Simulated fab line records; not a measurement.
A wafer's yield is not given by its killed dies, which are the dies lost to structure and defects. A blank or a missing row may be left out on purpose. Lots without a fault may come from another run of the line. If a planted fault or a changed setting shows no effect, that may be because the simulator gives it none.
fab line records	flow sky130
[record] lots = 5	wafers = 15	last_day = 50
route steps=708 shown VIA2@527 METAL3@532 CAPM@537 PAD_OPEN@708
lots that met no fault: taken from a fault-free run of the same line
start_h: the number of hours between the record's first day and the start of the first shown wafer of the lot	wait_h: hours elapsed since this lot's preceding step	" unchanged from the row above	L1.1+2: a row that stands for several wafers	- no value present, or no start provided	* or withheld: withheld	< > ~ a bound
route shown NAME@n: a module of which the file shows steps, and the number in the route of the first	usual: mean and standard deviation over wafers with no fault	same: alike in all rows	chamber/n: place in a boat	sites: per-site readings	_std_site: standard deviation of those values	_edge_site: outer sites' mean less inner sites'	radius_mm: for every site, how far away it sits from the centre of the wafer	mask NAME#n: copy n	behind: the most recent tool/chamber to have shaped the wafer	hold: cause of the lot's hold/its duration in hours/its outcome	device: names the non-switching transistor (n, p or np)	end of line: at the end of the route, the tests of the same wafers	for a step that has no rows: nothing shown but its recipe	killed: at the first sort, the dies lost to defects and structure; wafer yield is something else	map: dies across one wafer; x = killed, . = not, _ = none there
set.NAME: the setting the step ran with; set.NAME@STEP: the setting that earlier step ran with	model.NAME: the simulator's own value behind a step, which no gauge read
lots at some steps of the route; a table a step, a row a wafer
services: the hour from which a tool's chamber was out of use, counted from the record's first day as start_h (under 0 if before that day), plus the number of hours and why
[[steps]]
[step SKY_VIA2_SPUTTER_20]
[recipe] material = TiN	target_thk_nm = 20	chamber_pressure_pa = 5	power_w = 4000	time_s = 80
[step SKY_VIA2_CVD_21]
[recipe] material = W	target_thk_nm = 420	time_s = 126.4	temp_c = 400	pressure_torr = 40
[usual] heater_power_w = 764/60
lot.wafer	tool	chamber	start_h	wait_h	heater_power_w
L600.3	cvd_w-02	0	884.00	0.1	751
L600.5	"	1	"	"	882
L600.6	"	0	"	"	748
L602.3	cvd_w-01	0	962.87	0.1	689
L602.4	"	1	"	"	738
L602.5	"	0	"	"	713
L607.1	cvd_w-01	0	964.09	0.0	679
L607.5	"	0	"	"	678
L607.6	"	1	"	"	755
L619.1	cvd_w-02	1	992.32	0.0	829
L619.3	"	1	"	"	868
L619.6	"	1	"	"	857
L620.1	cvd_w-02	1	1008.57	0.0	847
L620.2	"	0	"	"	756
L620.5	"	1	"	"	854
[step SKY_VIA2_RS_MEAS_22]
[recipe] thk_meas_gauge = four-point-probe	reads = W_of_VIA2_CVD_21+TiN_of_VIA2_SPUTTER_20
[usual] VIA2_W_RS = 0.273/0.003
lot.wafer	tool	chamber	start_h	wait_h	VIA2_W_RS[ohm/sq]
L600.3	film_metro-03	-	884.13	0.1	0.265
L600.5	"	-	"	"	0.272
L600.6	"	-	"	"	0.266
L602.3	film_metro-02	-	963.00	0.1	0.277
L602.4	"	-	"	"	0.275
L602.5	"	-	"	"	0.275
L607.1	film_metro-02	-	964.24	0.1	0.276
L607.5	"	-	"	"	0.274
L607.6	"	-	"	"	0.275
L619.1	film_metro-02	-	992.45	0.1	0.269
L619.3	"	-	"	"	0.269
L619.6	"	-	"	"	0.267
L620.1	film_metro-01	-	1008.70	0.1	0.269
L620.2	"	-	"	"	0.274
L620.5	"	-	"	"	0.268
[step SKY_VIA2_THK_MEAS_23]
[recipe] thk_meas_gauge = xrf	reads = W_of_VIA2_CVD_21
[usual] VIA2_W_THK = 417/6.6
lot.wafer	tool	chamber	start_h	wait_h	VIA2_W_THK[nm]
L600.3	film_metro-03	-	884.23	0.1	418
L600.5	"	-	"	"	408
L600.6	"	-	"	"	417
L602.3	film_metro-02	-	963.10	0.1	414
L602.4	"	-	"	"	419
L602.5	"	-	"	"	417
L607.1	film_metro-02	-	964.36	0.1	414
L607.5	"	-	"	"	417
L607.6	"	-	"	"	419
L619.1	film_metro-02	-	992.57	0.1	425
L619.3	"	-	"	"	425
L619.6	"	-	"	"	426
L620.1	film_metro-01	-	1008.82	0.1	422
L620.2	"	-	"	"	414
L620.5	"	-	"	"	421
[step SKY_VIA2_CMP_24]
[recipe] stop_on = SiO2	t_overpolish_s = 20	down_force_psi = 3.5	platen_rpm = 60	target_thk_nm = 0	pad_velocity_m_s = 0.94248
[step SKY_METAL3_SPUTTER_00]
[recipe] material = Ti	target_thk_nm = 15	power_w = 3000	time_s = 10	chamber_pressure_pa = 0.4
[step SKY_METAL3_SPUTTER_01]
[recipe] material = TiN	target_thk_nm = 20	power_w = 6500	time_s = 16.7	chamber_pressure_pa = 0.4
[step SKY_METAL3_SPUTTER_02]
[recipe] material = AlCu	target_thk_nm = 735	power_w = 10600	time_s = 39.1	chamber_pressure_pa = 0.4
[step SKY_METAL3_SPUTTER_03]
[recipe] material = Ti	target_thk_nm = 5	power_w = 3000	time_s = 3.3	chamber_pressure_pa = 0.4
[step SKY_METAL3_SPUTTER_04]
[recipe] material = TiN	target_thk_nm = 70	power_w = 6500	time_s = 58.3	chamber_pressure_pa = 0.4
[usual] cathode_dc_power_W = 6500.0/1.1	throttle_valve_pct = 30.3/0.93
lot.wafer	tool	chamber	start_h	wait_h	cathode_dc_power_W	throttle_valve_pct
L600.3	pvd_sputter-04	-	884.67	0.0	6500.2	30.0
L600.5	"	-	"	"	6499.5	30.6
L600.6	"	-	"	"	6498.1	29.6
L602.3	pvd_sputter-03	-	963.66	0.0	6500.5	29.6
L602.4	"	-	"	"	6496.5	31.3
L602.5	"	-	"	"	6499.7	31.7
L607.1	pvd_sputter-04	-	964.95	0.0	6499.3	29.8
L607.5	"	-	"	"	6499.1	30.2
L607.6	"	-	"	"	6501.6	29.0
L619.1	pvd_sputter-03	-	993.04	0.0	6499.0	31.1
L619.3	"	-	"	"	6499.9	31.3
L619.6	"	-	"	"	6500.5	31.7
L620.1	pvd_sputter-04	-	1009.42	0.0	6500.7	28.8
L620.2	"	-	"	"	6498.3	30.6
L620.5	"	-	"	"	6497.9	29.9
[step SKY_CAPM_CVD_00]
[recipe] material = SiO2	target_thk_nm = 15.5	temp_c = 400	time_s = withheld	rf_w = 450
[usual] heater_power_w = 737/120
lot.wafer	tool	chamber	start_h	wait_h	heater_power_w
L600.3	pecvd-02	2	884.72	0.0	815
L600.5	"	0	"	"	541
L600.6	"	1	"	"	680
L602.3	pecvd-01	2	963.71	0.0	705
L602.4	"	0	"	"	897
L602.5	"	1	"	"	718
L607.1	pecvd-02	0	965.00	0.0	474
L607.5	"	1	"	"	744
L607.6	"	0	"	"	471
L619.1	pecvd-02	0	993.09	0.0	522
L619.3	"	2	"	"	752
L619.6	"	1	"	"	683
L620.1	pecvd-01	2	1009.46	0.0	794
L620.2	"	1	"	"	636
L620.5	"	2	"	"	782
[step SKY_CAPM_THK_MEAS_01]
[recipe] reads = SiO2_of_CAPM_CVD_00
[usual] CAPM_CVD_00_THK = 15.29/0.28
lot.wafer	tool	chamber	start_h	wait_h	CAPM_CVD_00_THK[nm]
L600.3	film_metro-01	-	884.76	-	15.28
L600.5	"	-	"	"	15.44
L600.6	"	-	"	"	15.53
L602.3	film_metro-04	-	963.75	-	15.22
L602.4	"	-	"	"	15.60
L602.5	"	-	"	"	15.25
L607.1	film_metro-03	-	965.07	-	15.28
L607.5	"	-	"	"	15.38
L607.6	"	-	"	"	15.51
L619.1	film_metro-01	-	993.11	-	15.00
L619.3	"	-	"	"	14.85
L619.6	"	-	"	"	15.45
L620.1	film_metro-01	-	1009.49	-	15.14
L620.2	"	-	"	"	14.86
L620.5	"	-	"	"	15.35
[step SKY_CAPM_SPUTTER_02]
[recipe] material = TiN	target_thk_nm = 200	temp_c = 300	power_w = 6500	time_s = 166.7	chamber_pressure_pa = 0.4
[usual] cathode_dc_power_W = 6500.0/1.2	throttle_valve_pct = 30.1/1.1
lot.wafer	tool	chamber	start_h	wait_h	cathode_dc_power_W	throttle_valve_pct	model.TiN_of_CAPM_SPUTTER_02.thk_nm
L600.3	pvd_sputter-03	-	884.80	0.0	6500.9	29.8	199.4
L600.5	"	-	"	"	6499.2	30.1	198.3
L600.6	"	-	"	"	6500.0	31.3	200
L602.3	pvd_sputter-01	-	963.79	0.0	6499.4	28.6	197.3
L602.4	"	-	"	"	6501.0	30.6	196.6
L602.5	"	-	"	"	6500.1	28.8	197.4
L607.1	pvd_sputter-03	-	965.13	0.1	6497.3	31.8	199.6
L607.5	"	-	"	"	6498.0	31.5	289.9
L607.6	"	-	"	"	6501.8	30.1	198.2
L619.1	pvd_sputter-01	-	993.17	0.1	6499.4	30.5	196.8
L619.3	"	-	"	"	6501.3	28.9	197.2
L619.6	"	-	"	"	6500.1	29.0	197.6
L620.1	pvd_sputter-02	-	1009.55	0.1	6500.2	28.8	195.5
L620.2	"	-	"	"	6499.1	29.8	201.4
L620.5	"	-	"	"	6500.9	30.8	197.6
[step SKY_CAPM_RS_MEAS_03]
[recipe] thk_meas_gauge = four-point-probe	reads = TiN_of_CAPM_SPUTTER_02
[usual] CAPM_TIN_RS = 6.92/0.085
lot.wafer	tool	chamber	start_h	wait_h	CAPM_TIN_RS[ohm/sq]
L600.3	film_metro-04	-	884.95	0.1	6.94
L600.5	"	-	"	"	6.98
L600.6	"	-	"	"	6.91
L602.3	film_metro-04	-	963.94	0.1	7.02
L602.4	"	-	"	"	7.03
L602.5	"	-	"	"	7.00
L607.1	film_metro-03	-	965.24	0.1	6.92
L607.5	"	-	"	"	4.72
L607.6	"	-	"	"	6.97
L619.1	film_metro-03	-	993.28	0.1	7.02
L619.3	"	-	"	"	7.00
L619.6	"	-	"	"	7.00
L620.1	film_metro-03	-	1009.66	0.1	7.06
L620.2	"	-	"	"	6.88
L620.5	"	-	"	"	7.00
[step SKY_CAPM_THK_MEAS_04]
[recipe] thk_meas_gauge = xrf	reads = TiN_of_CAPM_SPUTTER_02
[usual] CAPM_TIN_THK = 201.0/2.5
lot.wafer	tool	chamber	start_h	wait_h	CAPM_TIN_THK[nm]
L600.3	film_metro-04	-	885.05	0.1	200.3
L600.5	"	-	"	"	199.3
L600.6	"	-	"	"	200.9
L602.3	film_metro-04	-	964.04	0.1	199.1
L602.4	"	-	"	"	198.5
L602.5	"	-	"	"	199.5
L607.1	film_metro-03	-	965.36	0.1	201.8
L607.5	"	-	"	"	292.8
L607.6	"	-	"	"	199.9
L619.1	film_metro-03	-	993.40	0.1	198.1
L619.3	"	-	"	"	198.0
L619.6	"	-	"	"	198.9
L620.1	film_metro-03	-	1009.78	0.1	194.9
L620.2	"	-	"	"	202.5
L620.5	"	-	"	"	198.2
[step SKY_CAPM_DEHYDRATE_05]
[recipe] temp_c = 200	time_s = 60
[step SKY_CAPM_HMDS_06]
[recipe] prime_time_s = 60	prime_temp_c = 120
[step SKY_CAPM_COAT_07]
[recipe] resist = NOVOLAK	spin_rpm = 3000	resist_thk_nm = 1140
[step SKY_CAPM_SOFTBAKE_08]
[recipe] temp_c = 90	time_s = 60	resist = NOVOLAK
[step SKY_CAPM_EXPOSE_09]
[recipe] mask_id = CAPM	na = 0.6	source_shape = conventional	sigma_outer = 0.6	polarization = unpolarized	target_cd_nm = 1000	dose_mj = 159
[step SKY_CAPM_PEB_10]
[recipe] temp_c = withheld	time_s = *	resist = NOVOLAK
[step SKY_CAPM_DEVELOP_11]
[recipe] resist = NOVOLAK	developer = TMAH	develop_time_s = 60	dev_temp_c = 23
[step SKY_CAPM_OVL_MEAS_12]
[usual] CAPM_OVL = -0.3/1.2
lot.wafer	tool	chamber	start_h	wait_h	CAPM_OVL[nm]
L600.3	overlay-01	-	909.95	0.1	-0.7
L600.5	"	-	"	"	0.1
L600.6	"	-	"	"	-1.0
L602.3	overlay-01	-	986.61	0.1	1.1
L602.4	"	-	"	"	-1.4
L602.5	"	-	"	"	-1.0
L607.1	overlay-02	-	988.09	0.1	-2.1
L607.5	"	-	"	"	-0.3
L607.6	"	-	"	"	0.1
L619.1	overlay-02	-	1015.25	0.1	2.4
L619.3	"	-	"	"	0.8
L619.6	"	-	"	"	0.7
L620.1	overlay-01	-	1031.86	0.1	-1.9
L620.2	"	-	"	"	-1.7
L620.5	"	-	"	"	-0.8
[step SKY_CAPM_METAL_ETCH_13]
[recipe] target_depth_nm = 220	stop_on = SiO2	chemistry = Cl2/BCl3	target = TiN	pressure_mtorr = 10	icp_w = 900	bias_w = 48.5	Cl2_flow_sccm = 60	bcl3_flow_sccm = 30	time_s = 62.9
[usual] drypump_motor_current_A = 5.7/0.53	oes_product_au = 0.942/0.0075	throttle_valve_pct = 21.902/0.01
lot.wafer	tool	chamber	start_h	wait_h	drypump_motor_current_A	oes_product_au	rf_hours_counter_h	throttle_valve_pct
L600.3	rie_metal-01	1	910.00	0.0	5.1	0.943	-	21.900
L600.5	"	1	"	"	5.1	0.935	-	21.907
L600.6	"	0	"	"	6.2	0.943	-	21.898
L602.3	rie_metal-01	0	986.66	0.0	6.2	0.939	-	21.904
L602.4	"	1	"	"	5.1	0.932	-	21.920
L602.5	"	1	"	"	5.0	0.932	-	21.913
L607.1	rie_metal-02	0	988.13	0.0	6.5	0.939	12	21.906
L607.5	"	0	"	"	6.5	0.995	-	21.864
L607.6	"	1	"	"	5.3	0.937	-	21.884
L619.1	rie_metal-04	1	1015.29	0.0	5.2	0.928	16	21.913
L619.3	"	1	"	"	5.2	0.942	-	21.892
L619.6	"	0	"	"	5.8	0.931	-	21.914
L620.1	rie_metal-02	1	1031.89	0.0	5.3	0.926	12	21.906
L620.2	"	0	"	"	6.5	0.951	15	21.903
L620.5	"	1	"	"	5.3	0.945	-	21.913
[step SKY_CAPM_STRIP_14]
[recipe] chemistry = O2/N2	power_w = 1400	pressure_mtorr = 1500	platen_temp_c = withheld	o2_flow_sccm = 3000	n2_flow_sccm = 300	overash_fraction = 0.5
[step SKY_CAPM_STRIP_15]
[recipe] chemistry = post_etch_residue_remover	time_s = 1200	temp_c = 72.5
[step SKY_CAPM_CLEAN_16]
[recipe] chemistry = IPA	time_s = 180	temp_c = 25
[step SKY_CAPM_CLEAN_17]
[recipe] chemistry = O3/DIW	dry = n2_spin
[step SKY_METAL3_DEHYDRATE_05]
[recipe] temp_c = 200	time_s = 60
[step SKY_METAL3_HMDS_06]
[recipe] prime_time_s = 60	prime_temp_c = 120
[step SKY_METAL3_COAT_07]
[recipe] resist = BARC	temp_c = withheld	time_s = withheld	spin_rpm = 3000	resist_thk_nm = 60
[step SKY_METAL3_COAT_08]
[recipe] resist = KrF-thick	spin_rpm = 3000	resist_thk_nm = 1140
[step SKY_METAL3_SOFTBAKE_09]
[recipe] temp_c = 100	time_s = 90	resist = KrF-thick
[step SKY_METAL3_EXPOSE_10]
[recipe] mask_id = MM3	na = 0.68	source_shape = annular	sigma_inner = 0.4	sigma_outer = 0.8	target_cd_nm = 300	dose_mj = 28
[step SKY_METAL3_PEB_11]
[recipe] peb_temp_c = withheld	peb_time_s = withheld	resist = KrF-thick
[step SKY_METAL3_DEVELOP_12]
[recipe] develop_time_s = 60	resist = KrF-thick	dev_temp_c = 21
[step SKY_METAL3_CD_MEAS_13]
[recipe] target_cd_nm = 300
[usual] cd_nm = 299.9/1.2
lot.wafer	tool	chamber	start_h	wait_h	cd_nm
L600.3	cd_sem-01	-	935.00	-	300.0
L600.5	"	-	"	"	299.6
L600.6	"	-	"	"	299.4
L602.3	cd_sem-02	-	1010.10	-	300.2
L602.4	"	-	"	"	301.1
L602.5	"	-	"	"	300.7
L607.1	cd_sem-01	-	1012.11	-	301.1
L607.5	"	-	"	"	300.3
L607.6	"	-	"	"	300.7
L619.1	cd_sem-02	-	1038.30	-	300.1
L619.3	"	-	"	"	300.5
L619.6	"	-	"	"	302.3
L620.1	cd_sem-01	-	1053.56	-	298.8
L620.2	"	-	"	"	297.7
L620.5	"	-	"	"	299.5
[step SKY_METAL3_OVL_MEAS_14]
[usual] METAL3_OVL = 2/4.9
lot.wafer	tool	chamber	start_h	wait_h	METAL3_OVL[nm]
L600.3	overlay-01	-	935.09	0.1	3
L600.5	"	-	"	"	7
L600.6	"	-	"	"	-1
L602.3	overlay-01	-	1010.19	0.1	-6
L602.4	"	-	"	"	-2
L602.5	"	-	"	"	6
L607.1	overlay-02	-	1012.23	0.1	-3
L607.5	"	-	"	"	-1
L607.6	"	-	"	"	0
L619.1	overlay-01	-	1038.42	0.1	8
L619.3	"	-	"	"	2
L619.6	"	-	"	"	1
L620.1	overlay-01	-	1053.68	0.1	-4
L620.2	"	-	"	"	1
L620.5	"	-	"	"	-3
[step SKY_METAL3_DESCUM_15]
[recipe] chemistry = O2	source_power_w = 150	bias_power_w = 0	pressure_mtorr = 10	temp_c = 40	time_s = 8
[usual] drypump_motor_current_A = 5.7/0.56	oes_product_au = 0.998/0.0099
lot.wafer	tool	chamber	start_h	wait_h	drypump_motor_current_A	oes_product_au	rf_hours_counter_h
L600.3	rie_metal-03	0	935.13	0.0	6.3	1.008	-
L600.5	"	1	"	"	5.6	0.984	-
L600.6	"	0	"	"	6.3	1.011	-
L602.3	rie_metal-01	0	1010.23	0.0	6.2	0.988	-
L602.4	"	1	"	"	5.1	0.988	-
L602.5	"	1	"	"	5.0	0.990	-
L607.1	rie_metal-03	0	1012.27	0.0	6.3	0.996	10
L607.5	"	1	"	"	5.6	1.003	-
L607.6	"	0	"	"	6.3	1.008	-
L619.1	rie_metal-01	1	1038.46	0.0	5.0	0.994	10
L619.3	"	1	"	"	5.0	0.993	-
L619.6	"	1	"	"	5.0	1.004	-
L620.1	rie_metal-01	1	1053.71	0.0	5.1	1.004	10
L620.2	"	0	"	"	6.2	1.012	19
L620.5	"	0	"	"	6.2	1.005	-
[step SKY_METAL3_ETCH_16]
[recipe] chemistry = N2/H2	target = BARC	ion_energy_ev = 200	bias_w = 100	pressure_mtorr = 30	n2_flow_sccm = 100	h2_flow_sccm = 200	icp_w = 500	stop_on = SiO2	time_s = 88.2	target_depth_a = 600
[step SKY_METAL3_ETCH_17]
[recipe] target = SiO2	stop_on = TiN	chemistry = C4F8/O2/Ar	source_w = 1500	bias_w = 1200	pressure_mtorr = 40	c4f8_flow_sccm = withheld	O2_flow_sccm = 6	Ar_flow_sccm = 300	time_s = 3.9	target_depth_a = 150
[usual] oes_product_au = 0.750/0.0072
lot.wafer	tool	chamber	start_h	wait_h	oes_product_au	rf_hours_counter_h
L600.3	rie_diel-04	3	935.25	0.0	0.757	14
L600.5	"	0	"	"	0.759	-
L600.6	"	1	"	"	0.755	-
L602.3	rie_diel-04	0	1010.35	0.0	0.744	17
L602.4	"	1	"	"	0.754	3
L602.5	"	1	"	"	0.757	-
L607.1	rie_diel-02	3	1012.40	0.1	0.749	11
L607.5	"	2	"	"	0.757	-
L607.6	"	3	"	"	0.752	-
L619.1	rie_diel-02	2	1038.72	0.2	0.747	8
L619.3	"	1	"	"	0.744	14
L619.6	"	3	"	"	0.758	-
L620.1	rie_diel-02	2	1053.84	0.1	0.742	9
L620.2	"	0	"	"	0.740	24
L620.5	"	1	"	"	0.748	-
[step SKY_METAL3_METAL_ETCH_18]
[recipe] target_depth_a = 8450	stop_on = SiO2	over_etch_frac = 0.3	time_s = 183.1	chemistry = Cl2/BCl3	resist_sidewall_deg = 88	pressure_mtorr = 10	icp_w = 900	bias_w = 48.5	Cl2_flow_sccm = 60	bcl3_flow_sccm = 30
[step SKY_METAL3_STRIP_20]
[recipe] chemistry = post_etch_residue_remover	time_s = 1200	temp_c = 72.5
lot.wafer	tool	chamber	start_h	wait_h	model.TiN_of_CAPM_SPUTTER_02.thk_nm
L600.3	wet_bench-03	0	935.54	0.0	198.5
L600.5	"	0	"	"	197.5
L600.6	"	0	"	"	199.1
L602.3	wet_bench-03	2	1010.64	0.0	196.4
L602.4	"	2	"	"	195.8
L602.5	"	2	"	"	196.6
L607.1	wet_bench-03	0	1012.69	0.1	198.8
L607.5	"	0	"	"	289.1
L607.6	"	0	"	"	197.4
L619.1	wet_bench-04	3	1039.01	0.1	196
L619.3	"	3	"	"	196.4
L619.6	"	3	"	"	196.8
L620.1	wet_bench-04	1	1054.14	0.1	194.6
L620.2	"	1	"	"	200.5
L620.5	"	1	"	"	196.8
[step SKY_PAD_OPEN_PROBE_99]
[usual] defect_limited_yield = 82.8/2	killed_at_M0_to_M3 = 42/7.3	killed_at_M4_up = 3.4/2	killed_at_contacts = 24/5.8	killed_at_front_end = 15/4.6	killed_at_other = 0.3/0.62	killed_dies = 84/9.8	killed_open = 47/6.9	killed_short = 38/6.3
[same] gross_dies = 492	killed_at_back_side = 0
lot.wafer	tool	chamber	start_h	wait_h	defect_limited_yield[%]	killed_at_M0_to_M3	killed_at_M4_up	killed_at_contacts	killed_at_front_end	killed_at_other	killed_dies	killed_open	killed_short	model.etest.tester.sort_n_pass	model.etest.tester.sort_yield_pct	model.etest.tester.sort_bin_4_pct	model.etest.met3.line_ohm_um	model.etest.via3_chain.rc_ohm	model.etest.met3.rs_ohm_sq	model.etest.tester.sort_bin_3_pct	model.etest.cap_mim.plate_ohm_sq
L600.3	prober-01	-	1102.36	0.2	84.8	37	4	17	17	0	75	34	41	417	84.76	0	0.1442	9.647	0.04212	1.626	6.035
L600.5	prober-01	-	1102.46	0.2	85.2	34	3	17	19	0	73	39	34	419	85.16	0	0.1443	9.956	0.04283	1.626	6.043
L600.6	prober-01	-	1102.51	0.2	81.9	46	3	19	21	0	89	51	38	403	81.91	0	0.1432	9.698	0.04227	0.813	6.011
L602.3	prober-02	-	1166.80	0.2	83.7	34	4	27	15	0	80	40	40	412	83.74	0	0.1419	9.832	0.04191	0.813	6.056
L602.4	prober-02	-	1166.85	0.2	80.9	45	6	28	15	0	94	49	45	398	80.89	0	0.1373	10.52	0.04224	1.016	6.135
L602.5	prober-02	-	1166.90	0.2	80.1	37	9	29	22	1	98	53	45	394	80.08	0	0.1473	9.221	0.04344	1.016	6.062
L607.1	prober-01	-	1168.20	0.1	80.5	42	2	32	19	1	96	52	44	396	80.49	0	0.142	9.776	0.04265	1.22	6.01
L607.5	prober-01	-	1168.40	0.2	83.9	39	4	23	13	0	79	36	43	0	0	77.97	56.29	51.19	16.82	6.782	4.177
L607.6	prober-01	-	1168.45	0.2	88.0	34	2	12	11	0	59	35	24	433	88.01	0	0.1427	9.817	0.04286	0.6098	6.014
L619.1	prober-01	-	1189.01	0.1	82.9	41	5	22	15	1	84	46	38	408	82.93	0	0.1417	9.678	0.04237	1.016	6.094
L619.3	prober-01	-	1189.11	0.2	82.5	50	1	21	14	0	86	57	29	406	82.52	0	0.1397	10.39	0.04293	1.016	6.082
L619.6	prober-01	-	1189.26	0.2	83.1	51	2	19	11	0	83	47	36	409	83.13	0	0.1441	9.71	0.04329	0.4065	6.055
L620.1	prober-02	-	1199.26	0.1	81.3	44	0	28	20	0	92	47	45	400	81.3	0	0.1395	9.457	0.04228	1.22	6.126
L620.2	prober-02	-	1199.31	0.1	84.1	40	2	28	8	0	78	47	31	414	84.15	0	0.1468	9.86	0.04304	0.6098	5.984
L620.5	prober-02	-	1199.46	0.2	76.0	47	4	41	25	1	118	63	55	374	76.02	0	0.1444	9.843	0.04295	1.423	6.035
// killed by level:class
L600.3 METAL1:geometric_particle:short=9 VIA1:geometric_particle:open=8 POLY_GATE:geometric_particle:short=6 CONTACT:geometric_particle:open=6 METAL2:geometric_particle:short=6 LI_CONTACT:geometric_particle:open=5 POLY_CUT:geometric_particle:short=4 POLY_GATE:geometric_particle:open=3
L600.5 CONTACT:geometric_particle:open=7 POLY_GATE:geometric_particle:short=6 METAL1:geometric_particle:short=5 FIELD_ISO:geometric_particle:open=4 VIA2:geometric_particle:open=4 VIA1:geometric_particle:open=4 METAL3:geometric_particle:short=4 POLY_GATE:geometric_particle:open=3
L600.6 VIA1:geometric_particle:open=13 CONTACT:geometric_particle:open=7 METAL1:geometric_particle:short=7 POLY_GATE:geometric_particle:short=6 VIA3:geometric_particle:open=6 METAL2:geometric_particle:short=5 POLY_GATE:geometric_particle:open=5 VIA2:geometric_particle:open=5
L602.3 VIA3:geometric_particle:open=7 LI_CONTACT:geometric_particle:open=6 VIA2:geometric_particle:open=6 LOCAL_INTERCONNECT:geometric_particle:short=6 POLY_GATE:geometric_particle:short=5 CONTACT:geometric_particle:short=5 CONTACT:geometric_particle:open=5 METAL1:geometric_particle:short=5
L602.4 LI_CONTACT:geometric_particle:open=11 METAL1:geometric_particle:short=9 CONTACT:geometric_particle:open=8 VIA2:geometric_particle:open=7 VIA3:geometric_particle:open=7 VIA1:geometric_particle:open=5 FIELD_ISO:geometric_particle:short=4 POLY_GATE:geometric_particle:short=4
L602.5 VIA1:geometric_particle:open=11 CONTACT:geometric_particle:short=8 POLY_GATE:geometric_particle:open=7 LI_CONTACT:geometric_particle:open=7 POLY_GATE:geometric_particle:short=6 CONTACT:geometric_particle:open=6 VIA2:geometric_particle:short=6 FIELD_ISO:geometric_particle:short=5
L607.1 CONTACT:geometric_particle:open=10 VIA1:geometric_particle:open=9 LOCAL_INTERCONNECT:geometric_particle:short=7 METAL1:geometric_particle:short=7 VIA3:geometric_particle:open=7 POLY_GATE:geometric_particle:short=6 CONTACT:geometric_particle:short=6 LI_CONTACT:geometric_particle:open=5
L607.5 METAL2:geometric_particle:short=7 LI_CONTACT:geometric_particle:open=6 VIA3:geometric_particle:short=5 LI_CONTACT:geometric_particle:short=5 CONTACT:geometric_particle:open=5 VIA1:geometric_particle:short=5 VIA1:geometric_particle:open=5 VIA2:geometric_particle:open=5
L607.6 VIA3:geometric_particle:open=9 VIA2:geometric_particle:open=6 METAL1:geometric_particle:short=5 VIA1:geometric_particle:open=5 METAL2:geometric_particle:short=5 FIELD_ISO:geometric_particle:open=4 CONTACT:geometric_particle:open=4 FIELD_ISO:geometric_particle:short=3
L619.1 CONTACT:geometric_particle:open=10 VIA1:geometric_particle:open=8 VIA2:geometric_particle:open=6 METAL3:geometric_particle:short=5 CONTACT:geometric_particle:short=5 METAL1:geometric_particle:short=5 VIA3:geometric_particle:open=5 FIELD_ISO:geometric_particle:short=4
L619.3 VIA2:geometric_particle:open=16 CONTACT:geometric_particle:open=10 VIA1:geometric_particle:short=9 VIA1:geometric_particle:open=9 FIELD_ISO:geometric_particle:open=5 LI_CONTACT:geometric_particle:open=5 VIA3:geometric_particle:open=5 CONTACT:geometric_particle:short=3
L619.6 VIA1:geometric_particle:open=14 VIA3:geometric_particle:open=9 LI_CONTACT:geometric_particle:open=7 VIA2:geometric_particle:open=7 CONTACT:geometric_particle:short=6 VIA1:geometric_particle:short=5 FIELD_ISO:geometric_particle:open=4 LOCAL_INTERCONNECT:geometric_particle:short=4
L620.1 VIA1:geometric_particle:open=10 CONTACT:geometric_particle:short=8 LI_CONTACT:geometric_particle:open=8 VIA1:geometric_particle:short=6 VIA2:geometric_particle:open=6 FIELD_ISO:geometric_particle:short=5 CONTACT:geometric_particle:open=5 VIA3:geometric_particle:open=5
L620.2 VIA1:geometric_particle:open=13 CONTACT:geometric_particle:open=11 LI_CONTACT:geometric_particle:open=7 LOCAL_INTERCONNECT:geometric_particle:short=6 VIA3:geometric_particle:open=5 VIA2:geometric_particle:open=5 METAL2:geometric_particle:short=4 POLY_GATE:geometric_particle:open=3
L620.5 CONTACT:geometric_particle:open=16 VIA1:geometric_particle:short=12 VIA1:geometric_particle:open=12 LI_CONTACT:geometric_particle:open=10 POLY_GATE:geometric_particle:short=7 CONTACT:geometric_particle:short=7 VIA2:geometric_particle:open=6 FIELD_ISO:geometric_particle:open=5
[[services]]
tool	chamber	start_h	hours	kind
pecvd-02	-	862.10	2.8	pm
rie_metal-02	0	866.58	8.9	repair
pecvd-01	-	882.05	0.6	repair
rie_diel-02	-	882.13	1.2	repair
pecvd-01	1	901.87	7.3	repair
cvd_w-01	-	902.20	6.9	pm
cvd_w-02	-	904.00	14.0	pm
wet_bench-04	-	913.59	1.9	pm
cvd_w-02	-	918.00	4.3	pm
pecvd-01	-	924.08	1.2	repair
rie_metal-03	0	938.67	11.0	repair
rie_metal-01	-	940.63	2.8	pm
rie_diel-04	-	944.37	14.6	pm
pvd_sputter-03	-	946.46	7.9	repair
pvd_sputter-01	-	946.49	1.5	repair
rie_diel-02	0	948.48	2.5	repair
rie_diel-04	3	959.14	5.7	repair
pvd_sputter-03	-	995.95	31.0	repair
cvd_w-02	-	1005.66	2.8	pm
pvd_sputter-04	-	1020.20	3.7	repair
rie_diel-02	0	1034.32	12.5	repair
rie_metal-01	0	1036.98	2.0	repair
rie_metal-01	-	1044.82	1.4	pm
rie_diel-02	3	1052.92	2.6	repair
[[key]]
[first_sign] step = SKY_CAPM_RS_MEAS_03	reading = CAPM_TIN_RS	direction = down	sigmas = 26	usual = 6.92	struck = 4.72
[effect] step = SKY_CAPM_THK_MEAS_04	reading = CAPM_TIN_THK	direction = up	sigmas = 37	usual = 201.0	struck = 292.8
[effect] step = SKY_CAPM_METAL_ETCH_13	reading = oes_product_au	direction = up	sigmas = 7	usual = 0.942	struck = 0.995
[model_effect] step = SKY_CAPM_SPUTTER_02	value = TiN_of_CAPM_SPUTTER_02.thk_nm	without = 195.9	struck = 289.9
[model_effect] step = SKY_METAL3_STRIP_20	value = TiN_of_CAPM_SPUTTER_02.thk_nm	without = 195.1	struck = 289.1
[model_effect] step = SKY_PAD_OPEN_PROBE_99	value = etest.tester.sort_n_pass	without = 413	struck = 0
met_at SKY_CAPM_SPUTTER_02
struck_wafers L607.5
[fault] kind = process_parameter_drift	tool = pvd_sputter-03	chamber = -	onset_h = 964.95	steps = SKY_CAPM_SPUTTER_02	channel = target_thk_nm	offset = 94.029	shape = step	end_h = 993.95	acts_in = these_recipes_only	stated = 200	scope = struck_wafers_only
